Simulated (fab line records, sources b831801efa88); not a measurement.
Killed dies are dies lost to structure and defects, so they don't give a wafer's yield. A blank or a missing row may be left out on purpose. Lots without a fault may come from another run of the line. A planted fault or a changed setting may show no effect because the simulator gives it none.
fab line records | flow sky130
record lots=13 wafers=39 last_day=51
route steps=708 shown FIELD_ISO@1 DNWELL@39 NWELL@68
lots that met no fault: from a run of the same line without faults
start_h: hours from the record's first day to the start of the lot's first wafer shown | wait_h: hours since the lot's step before | " the same as in the row above | L1.1+2: a row that stands for several wafers | - no value, or no start given | * or withheld: withheld | < > ~ a bound
route shown NAME@n: a module of which the file shows steps, and the number in the route of the first | usual: mean/standard deviation of fault-free wafers | same: alike in all rows | chamber/n: place in a boat | sites: the reading at each site | _std_site: their standard deviation | _edge_site: outer sites' mean less inner sites' | radius_mm: how far each site lies from the wafer's centre | mask NAME#n: copy n | behind: the tool/chamber that last shaped the wafer | hold: why the lot was held/for how many hours/how that ended | device: the transistor (n, p or np) that didn't switch | end of line: the same wafers' tests at the end of the route | a step without rows: its recipe alone | killed: dies lost to structure and defects at the first sort, not the wafer's yield | map: a wafer's dies, x killed, . not, _ none there
set.NAME: the setting as run; set.NAME@STEP: as run at that earlier step | model.NAME: the simulator's own value behind a step, which no gauge read
steps of the route over a sample of lots; a table a step, a row a wafer
services: from which hour (start_h, from the record's first day; less than 0 if before it) a tool's chamber was out of use, for how many hours, and why
## steps
# step SKY_FIELD_ISO_BOW_MEAS_00
# recipe mode=bow
# usual INCOMING_BOW=1/6.4
# columns lot.wafer tool chamber start_h wait_h INCOMING_BOW[um]
L722.1 film_metro-02 - 20.00 - -3
L722.4 " - " " -10
L722.6 " - " " 8
L724.1 film_metro-03 - 30.00 - 2
L724.2 " - " " -8
L724.3 " - " " 6
L726.2 film_metro-02 - 40.02 - 6
L726.5 " - " " 3
L726.6 " - " " 2
L728.1 film_metro-03 - 50.00 - 0
L728.3 " - " " -7
L728.4 " - " " -6
L735.3 film_metro-01 - 85.04 - 16
L735.5 " - " " -4
L735.6 " - " " 0
L736.2 film_metro-03 - 90.02 - 6
L736.3 " - " " 3
L736.6 " - " " -2
L737.1 film_metro-01 - 95.00 - 4
L737.2 " - " " 0
L737.3 " - " " -8
L738.1 film_metro-01 - 100.00 - -6
L738.5 " - " " -2
L738.6 " - " " -1
L739.1 film_metro-01 - 105.00 - 9
L739.3 " - " " 1
L739.4 " - " " -9
L740.2 film_metro-02 - 110.02 - 1
L740.4 " - " " -4
L740.6 " - " " 3
L741.1 film_metro-02 - 115.00 - -6
L741.2 " - " " 2
L741.5 " - " " 13
L742.4 film_metro-02 - 120.06 - -1
L742.5 " - " " 8
L742.6 " - " " 10
L743.1 film_metro-01 - 125.00 - 13
L743.4 " - " " 11
L743.6 " - " " -4
# step SKY_FIELD_ISO_STRIP_16
# recipe chemistry=O2/N2 power_w=1400 pressure_mtorr=1500 platen_temp_c=withheld o2_flow_sccm=3000 n2_flow_sccm=300 overash_fraction=0.5
# usual chamber_pressure_mTorr=1500.0/1.3 drypump_motor_current_A=5.7/0.39 oes_product_au=0.378/0.0048 strip_time_to_endpoint_s=3.546/0.03
# columns lot.wafer tool chamber start_h wait_h chamber_pressure_mTorr drypump_motor_current_A oes_product_au rf_hours_counter_h strip_time_to_endpoint_s
L722.1 plasma_asher-02 0 43.24 0.0 1499.8 5.4 0.374 35 3.532
L722.4 " 0 " " 1500.2 5.4 0.377 - 3.568
L722.6 " 0 " " 1500.6 5.4 0.376 - 3.488
L724.1 plasma_asher-01 0 50.49 0.0 1500.2 6.4 0.377 37 3.574
L724.2 " 1 " " 1501.1 6.5 0.380 37 3.526
L724.3 " 0 " " 1499.8 6.4 0.381 - 3.580
L726.2 plasma_asher-02 0 60.71 0.0 1498.8 5.4 0.377 36 3.564
L726.5 " 0 " " 1499.6 5.4 0.375 - 3.555
L726.6 " 1 " " 1499.7 5.4 0.387 - 3.562
L728.1 plasma_asher-02 1 70.64 0.0 1499.7 5.4 0.374 37 3.537
L728.3 " 1 " " 1499.7 5.4 0.381 - 3.528
L728.4 " 0 " " 1499.8 5.4 0.387 - 3.596
L735.3 plasma_asher-04 1 111.17 0.1 1501.0 5.6 0.376 - 3.574
L735.5 " 1 " " 1502.0 5.6 0.380 - 3.538
L735.6 " 0 " " 1498.7 5.5 0.380 - 3.523
L736.2 plasma_asher-04 0 113.63 0.0 1500.3 5.5 0.380 42 3.563
L736.3 " 0 " " 1499.9 5.5 0.373 - 3.586
L736.6 " 1 " " 1499.0 5.6 0.377 - 3.572
L737.1 plasma_asher-04 0 117.54 0.0 1499.9 5.5 0.377 43 3.557
L737.2 " 1 " " 1501.2 5.6 0.379 43 3.560
L737.3 " 0 " " 1500.7 5.5 0.374 - 3.544
L738.1 plasma_asher-01 0 123.76 0.0 1500.8 6.4 0.377 1 3.513
L738.5 " 1 " " 1501.2 6.5 0.372 - 3.507
L738.6 " 0 " " 1497.4 6.4 0.381 - 3.523
L739.1 plasma_asher-04 0 129.94 0.0 1500.0 5.5 0.380 44 3.476
L739.3 " 1 " " 1499.7 5.6 0.376 - 3.480
L739.4 " 0 " " 1499.0 5.5 0.385 - 3.546
L740.2 plasma_asher-01 0 132.49 0.0 1499.7 6.4 0.366 2 3.550
L740.4 " 0 " " 1500.8 6.4 0.383 - 3.542
L740.6 " 0 " " 1498.7 6.4 0.387 - 3.548
L741.1 plasma_asher-04 0 143.84 0.0 1500.3 5.5 0.377 45 3.530
L741.2 " 1 " " 1498.5 5.6 0.378 45 3.549
L741.5 " 0 " " 1499.3 5.5 0.382 - 3.562
L742.4 plasma_asher-04 1 148.89 0.1 1499.1 5.6 0.382 - 3.594
L742.5 " 1 " " 1500.2 5.6 0.389 - 3.567
L742.6 " 0 " " 1498.3 5.5 0.384 - 3.619
L743.1 plasma_asher-04 0 152.03 0.0 1499.3 5.5 0.377 46 3.499
L743.4 " 1 " " 1502.0 5.6 0.382 - 3.586
L743.6 " 0 " " 1498.1 5.5 0.380 - 3.505
# step SKY_FIELD_ISO_ETCH_17
# recipe target_depth_a=3420 mask_material=Si3N4 chemistry=HBr/Cl2/O2 target=Si taper_deg=5 icp_w=600 bias_w=150 pressure_mtorr=15 HBr_flow_sccm=150 Cl2_flow_sccm=40 O2_flow_sccm=6 time_s=97.7
# usual bias_w=150.0/0.5 chamber_pressure_mTorr=15.001/0.014 drypump_motor_current_A=5.9/0.54 oes_product_au=0.997/0.01 throttle_valve_pct=25.658/0.011
# columns lot.wafer tool chamber start_h wait_h bias_w chamber_pressure_mTorr drypump_motor_current_A oes_product_au rf_hours_counter_h throttle_valve_pct
L722.1 rie_si-01 1 43.34 0.1 149.5 14.997 5.1 1.000 1 25.667
L722.4 " 2 " " 149.5 14.996 6.3 1.013 156 25.633
L722.6 " 3 " " 150.6 15.015 6.0 1.012 - 25.650
L724.1 rie_si-02 0 50.59 0.1 150.7 15.009 5.3 1.015 39 25.643
L724.2 " 1 " " 149.9 15.000 6.4 1.001 0 25.650
L724.3 " 3 " " 150.3 14.980 6.8 1.002 60 25.665
L726.2 rie_si-02 0 60.81 0.1 149.6 15.023 5.2 0.999 39 25.648
L726.5 " 3 " " 150.0 15.020 6.7 0.994 - 25.673
L726.6 " 0 " " 149.0 14.986 5.3 1.001 - 25.660
L728.1 rie_si-01 1 70.74 0.1 150.3 15.009 5.1 1.000 2 25.664
L728.3 " 3 " " 149.9 15.014 6.0 0.991 129 25.663
L728.4 " 0 " " 149.9 14.998 5.5 0.986 - 25.668
L735.3 rie_si-01 3 111.23 0.0 149.6 15.004 6.0 0.987 129 25.666
L735.5 " 1 " " 149.6 14.989 5.0 0.985 - 25.674
L735.6 " 0 " " 150.5 14.996 5.5 0.986 - 25.658
L736.2 rie_si-02 0 113.73 0.1 150.5 15.002 5.3 0.997 40 25.653
L736.3 " 2 " " 150.4 14.981 5.8 1.018 74 25.655
L736.6 " 2 " " 150.8 14.999 5.8 1.012 - 25.677
L737.1 rie_si-02 2 117.64 0.1 149.3 15.006 5.8 1.005 74 25.659
L737.2 " 0 " " 150.0 14.986 5.3 0.997 40 25.647
L737.3 " 3 " " 149.6 14.997 6.8 1.007 60 25.653
L738.1 rie_si-01 1 123.86 0.1 150.2 14.996 5.1 0.993 2 25.659
L738.5 " 1 " " 150.1 15.019 5.1 0.990 - 25.672
L738.6 " 2 " " 149.6 15.030 6.3 1.007 - 25.654
L739.1 rie_si-02 2 130.04 0.1 150.1 14.976 5.9 1.010 74 25.657
L739.3 " 0 " " 149.6 14.997 5.2 1.012 40 25.649
L739.4 " 1 " " 150.0 14.995 6.3 0.988 1 25.652
L740.2 rie_si-01 3 132.59 0.1 149.6 14.988 6.0 1.003 129 25.642
L740.4 " 2 " " 150.1 15.003 6.2 1.012 1 25.643
L740.6 " 1 " " 149.5 14.991 5.0 0.993 - 25.651
L741.1 rie_si-01 0 143.94 0.1 150.0 15.024 5.6 0.981 76 25.677
L741.2 " 2 " " 149.9 14.998 6.3 0.997 1 25.666
L741.5 " 0 " " 149.6 15.007 5.6 0.977 - 25.662
L742.4 rie_si-01 1 148.96 0.0 149.9 14.994 5.0 0.998 2 25.643
L742.5 " 2 " " 149.7 14.987 6.3 1.013 - 25.647
L742.6 " 1 " " 149.8 14.982 5.0 0.996 - 25.642
L743.1 rie_si-02 0 152.13 0.1 149.7 15.004 5.3 0.999 40 25.659
L743.4 " 2 " " 149.9 15.000 5.8 1.013 74 25.645
L743.6 " 0 " " 149.6 15.004 5.3 0.995 - 25.661
# step SKY_DNWELL_EXPOSE_04
# recipe mask_id=DNM na=0.57 target_cd_nm=3000 dose_mj=222
# columns lot.wafer tool chamber start_h wait_h mask
L722.1+4+6 iline_stepper-01 0 59.50 - DNM#0
L724.1+2+3 iline_stepper-01 0 65.92 - DNM#0
L726.2+5+6 iline_stepper-02 0 78.88 - DNM#0
L728.1+3+4 iline_stepper-02 0 87.75 - NWM#0
L735.3+5+6 iline_stepper-01 0 134.26 - DNM#0
L736.2+3+6 iline_stepper-02 0 137.72 - DNM#0
L737.1+2+3 iline_stepper-01 0 140.45 - DNM#0
L738.1+5+6 iline_stepper-01 0 143.10 - DNM#0
L739.1+3+4 iline_stepper-01 0 147.83 - DNM#0
L740.2+4+6 iline_stepper-01 0 150.87 - DNM#0
L741.1+2+5 iline_stepper-02 0 161.02 - DNM#0
L742.4+5+6 iline_stepper-01 0 169.31 - DNM#0
L743.1+4+6 iline_stepper-01 0 174.85 - DNM#0
# step SKY_DNWELL_TW_MEAS_09
# usual DNWELL_TW=1114/15
# columns lot.wafer tool chamber start_h wait_h DNWELL_TW
L722.1 film_metro-03 - 67.82 0.1 1121
L722.4 " - " " 1120
L722.6 " - " " 1122
L724.1 film_metro-04 - 73.85 0.1 1110
L724.2 " - " " 1115
L724.3 " - " " 1114
L726.2 film_metro-04 - 86.94 0.1 1123
L726.5 " - " " 1122
L726.6 " - " " 1128
L728.1 film_metro-04 - 97.45 0.1 30
L728.3 " - " " 30
L728.4 " - " " 30
L735.3 film_metro-04 - 144.60 0.1 1132
L735.5 " - " " 1132
L735.6 " - " " 1130
L736.2 film_metro-01 - 147.51 0.1 1080
L736.3 " - " " 1087
L736.6 " - " " 1091
L737.1 film_metro-01 - 150.42 0.1 1085
L737.2 " - " " 1080
L737.3 " - " " 1081
L738.1 film_metro-03 - 153.62 0.1 1125
L738.5 " - " " 1121
L738.6 " - " " 1122
L739.1 film_metro-04 - 158.78 0.1 1127
L739.3 " - " " 1134
L739.4 " - " " 1129
L740.2 film_metro-03 - 161.89 0.1 1121
L740.4 " - " " 1125
L740.6 " - " " 1124
L741.1 film_metro-03 - 170.62 0.1 1131
L741.2 " - " " 1132
L741.5 " - " " 1127
L742.4 film_metro-03 - 180.31 0.1 1130
L742.5 " - " " 1120
L742.6 " - " " 1120
L743.1 film_metro-04 - 185.58 0.1 1121
L743.4 " - " " 1121
L743.6 " - " " 1126
# step SKY_NWELL_TW_MEAS_15
# usual NWELL_TW=1811/27
# columns lot.wafer tool chamber start_h wait_h NWELL_TW
L722.1 film_metro-04 - 102.78 0.1 1829
L722.4 " - " " 1833
L722.6 " - " " 1838
L724.1 film_metro-01 - 110.41 0.1 1773
L724.2 " - " " 1776
L724.3 " - " " 1770
L726.2 film_metro-04 - 124.89 0.1 1835
L726.5 " - " " 1830
L726.6 " - " " 1835
L728.1 film_metro-01 - 136.13 0.1 1896
L728.3 " - " " 1895
L728.4 " - " " 1895
L735.3 film_metro-04 - 186.35 0.1 1819
L735.5 " - " " 1832
L735.6 " - " " 1831
L736.2 film_metro-03 - 189.22 0.1 1833
L736.3 " - " " 1828
L736.6 " - " " 1852
L737.1 film_metro-01 - 193.98 0.1 1786
L737.2 " - " " 1789
L737.3 " - " " 1791
L738.1 film_metro-01 - 195.81 0.1 1789
L738.5 " - " " 1790
L738.6 " - " " 1786
L739.1 film_metro-01 - 201.78 0.1 1793
L739.3 " - " " 1790
L739.4 " - " " 1793
L740.2 film_metro-01 - 206.62 0.1 1797
L740.4 " - " " 1783
L740.6 " - " " 1794
L741.1 film_metro-04 - 215.26 0.1 1834
L741.2 " - " " 1832
L741.5 " - " " 1834
L742.4 film_metro-01 - 224.51 0.1 1781
L742.5 " - " " 1779
L742.6 " - " " 1785
L743.1 film_metro-03 - 232.22 0.1 1836
L743.4 " - " " 1832
L743.6 " - " " 1827
## services
# columns tool chamber start_h hours kind
rie_si-01 0 21.19 6.8 repair
iline_stepper-01 0 27.19 - calibration
plasma_asher-01 - 33.67 2.0 repair
rie_si-01 2 54.10 - clean
rie_si-01 2 54.10 17.1 scheduled_down
rie_si-01 2 54.10 17.1 vent_cycle
iline_stepper-02 - 63.41 7.6 repair
rie_si-01 - 79.79 2.8 pm
iline_stepper-02 - 81.19 2.1 pm
iline_stepper-02 - 83.27 - consumable_replace:lamp
plasma_asher-01 - 108.75 9.0 pm
plasma_asher-01 0 108.75 9.0 vent_cycle
plasma_asher-01 1 108.75 9.0 vent_cycle
plasma_asher-01 0 117.75 - clean
plasma_asher-01 1 117.75 - clean
iline_stepper-02 0 145.94 - calibration
iline_stepper-01 - 162.52 1.7 pm
rie_si-01 3 172.05 - clean
rie_si-01 3 172.05 34.2 scheduled_down
rie_si-01 3 172.05 34.2 vent_cycle
## key
first_sign step=SKY_DNWELL_EXPOSE_04 reading=mask direction=changed
effect step=SKY_DNWELL_TW_MEAS_09 reading=DNWELL_TW direction=down sigmas=74 usual=1114 struck=30
effect step=SKY_NWELL_TW_MEAS_15 reading=NWELL_TW direction=up sigmas=3.1 usual=1811 struck=1895
met_at SKY_DNWELL_EXPOSE_04
struck_lots L728
sort_left_out L728.1,L728.3,L728.4
tester_left_out L728
not_acting_at SKY_FIELD_ISO_BOW_MEAS_00,SKY_FIELD_ISO_STRIP_16,SKY_FIELD_ISO_ETCH_17
onset_between 78.88 87.75
fault kind=wrong_mask tool=any chamber=- onset_h=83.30 steps=SKY_DNWELL_EXPOSE_04 aux_copy=NWM#0 scope=struck_lots_only
# tester_left_out: of these lots the tester's yield and bins aren't shown, on N5 and GAA mostly nor the transistor test; their killed dies are dies lost to structure and defects alone, not to doping, threshold or leakage, so they don't give the yield
# sort_left_out: the simulated sort isn't trusted on such a fault, so these wafers' sort isn't shown, and their yield isn't known
